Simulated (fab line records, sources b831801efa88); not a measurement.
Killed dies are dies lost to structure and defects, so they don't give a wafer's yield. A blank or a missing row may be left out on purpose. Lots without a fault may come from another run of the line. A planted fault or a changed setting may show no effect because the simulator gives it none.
Which tool did it? | flow gf180mcu | 13 lots, 39 wafers sampled, at 4 steps of a route of 602

WHAT THE GAUGES READ, wafer by wafer
GF_V4_THK_MEAS_01.
lot  | measured     | on            | V4_CVD_00_THK (nm)
L190 | day 23 14:59 | film_metro-04 | 598 598 596
L191 | day 24 05:53 | film_metro-01 | 600 600 600
L194 | day 24 19:08 | film_metro-04 | 605 603 600
L195 | day 25 06:13 | film_metro-01 | 602 601 601
L197 | day 26 01:18 | film_metro-03 | 595 597 602
L198 | day 26 02:04 | film_metro-01 | 607 608 602
L199 | day 26 13:26 | film_metro-03 | 598 604 603
L200 | day 26 20:41 | film_metro-01 | 596 597 598
L201 | day 27 05:55 | film_metro-04 | 604 605 602
L202 | day 27 11:55 | film_metro-03 | 602 599 607
L203 | day 27 17:16 | film_metro-01 | 598 596 598
L205 | day 28 12:08 | film_metro-03 | 600 605 608
L209 | day 29 14:36 | film_metro-04 | 603 601 598

GF_M5_CD_MEAS_07: target cd 280 nm.
lot  | measured     | on        | cd_nm (nm)
L190 | day 26 10:06 | cd_sem-02 | 279.7 280.6 279.7
L191 | day 26 23:15 | cd_sem-01 | 278.3 279.6 277.5
L194 | day 27 12:41 | cd_sem-01 | 278.8 279.0 278.9
L195 | day 27 22:20 | cd_sem-01 | 280.1 280.2 279.3
L197 | day 28 18:06 | cd_sem-01 | 278.3 279.8 278.2
L198 | day 28 17:47 | cd_sem-01 | 281.2 281.0 282.0
L199 | day 29 02:43 | cd_sem-02 | 278.9 278.1 278.3
L200 | day 29 17:19 | cd_sem-01 | 279.5 278.7 278.7
L201 | day 29 19:19 | cd_sem-02 | 281.1 281.8 281.3
L202 | day 30 00:15 | cd_sem-01 | 279.0 280.4 280.7
L203 | day 30 06:11 | cd_sem-01 | 281.6 281.9 281.6
L205 | day 30 21:49 | cd_sem-02 | 280.2 279.5 280.0
L209 | day 31 23:44 | cd_sem-02 | 278.7 278.1 277.4

GF_TOP_METAL_RS_MEAS_05: measures by four-point-probe.
lot  | measured     | on            | TOP_METAL_ALCU_RS (ohm/sq)
L190 | day 27 09:35 | film_metro-04 | 0.0324 0.0327 0.0329
L191 | day 27 22:51 | film_metro-01 | 0.0329 0.0329 0.0323
L194 | day 28 11:50 | film_metro-02 | 0.0327 0.0330 0.0327
L195 | day 28 21:43 | film_metro-04 | 0.0329 0.0328 0.0329
L197 | day 29 16:13 | film_metro-04 | 0.0323 0.0326 0.0326
L198 | day 29 15:53 | film_metro-02 | 0.0331 0.0329 0.0333
L199 | day 30 00:52 | film_metro-04 | 0.0328 0.0329 0.0327
L200 | day 30 14:54 | film_metro-02 | 0.0327 0.0326 0.0322
L201 | day 30 17:08 | film_metro-01 | 0.0329 0.0331 0.0328
L202 | day 30 22:17 | film_metro-01 | 0.0329 0.0325 0.0321
L203 | day 31 03:05 | film_metro-02 | 0.0329 0.0335 0.0329
L205 | day 31 18:32 | film_metro-01 | 0.0329 0.0328 0.0335
L209 | day 32 18:44 | film_metro-02 | 0.0324 0.0325 0.0324

WHICH TOOL RAN EACH LOT (tool, then ch and the chambers of the sampled wafers, then the start)
lot  | GF_M1_SPUTTER_00
L190 | pvd_sputter-02, day 16 09:33
L191 | pvd_sputter-04, day 16 19:55
L194 | pvd_sputter-01, day 17 14:31
L195 | pvd_sputter-01, day 18 01:17
L197 | pvd_sputter-01, day 18 20:37
L198 | pvd_sputter-04, day 18 22:15
L199 | pvd_sputter-04, day 19 11:08
L200 | pvd_sputter-01, day 19 21:25
L201 | pvd_sputter-04, day 20 06:19
L202 | pvd_sputter-04, day 20 15:42
L203 | pvd_sputter-02, day 20 21:01
L205 | pvd_sputter-02, day 21 20:01
L209 | pvd_sputter-04, day 23 03:02
- GF_M1_SPUTTER_00: material Ti, target thk 37.5 nm, time 150 s.

WHAT THE TOOLS THEMSELVES READ (means of the sampled wafers that have a number; where no wafer has one, the mark that the record gives instead)
GF_M1_SPUTTER_00.
lot  | tool           | throttle_valve_pct (%)
L190 | pvd_sputter-02 | 30.1
L191 | pvd_sputter-04 | 29.1
L194 | pvd_sputter-01 | 29.9
L195 | pvd_sputter-01 | 29.2
L197 | pvd_sputter-01 | 30.1
L198 | pvd_sputter-04 | 29.1
L199 | pvd_sputter-04 | 28.9
L200 | pvd_sputter-01 | 30.4
L201 | pvd_sputter-04 | 29.2
L202 | pvd_sputter-04 | 30.5
L203 | pvd_sputter-02 | 30.1
L205 | pvd_sputter-02 | 29.5
L209 | pvd_sputter-04 | 29.7

THE ANSWER, worked out from the rows above alone
Rule: what is usual is taken from the lots themselves. Put in order of their means at a reading, lots are off if they are a third of the lots or fewer, leave a main group of 4 or more, and stand apart from it by a gap of 3 or more times the standard deviation of the main group's means; of several such gaps the widest counts. A main group whose means are all the same, to the digits that the tables above print for the reading, isn't used. A lot without any number at a reading at which 4 lots or more have one is off too. The other lots that the step has rows for count as sound. The gauges are gone through in route order, then the tools' own readings, and for those a lot's mean is taken as printed above. The first step at which some lot is off is used, and at that step the reading that is off furthest; a lot without a number counts as furthest.
No lot is off at any reading shown: from this, nothing can be told.

WHAT THE SIMULATOR HAD PUT IN
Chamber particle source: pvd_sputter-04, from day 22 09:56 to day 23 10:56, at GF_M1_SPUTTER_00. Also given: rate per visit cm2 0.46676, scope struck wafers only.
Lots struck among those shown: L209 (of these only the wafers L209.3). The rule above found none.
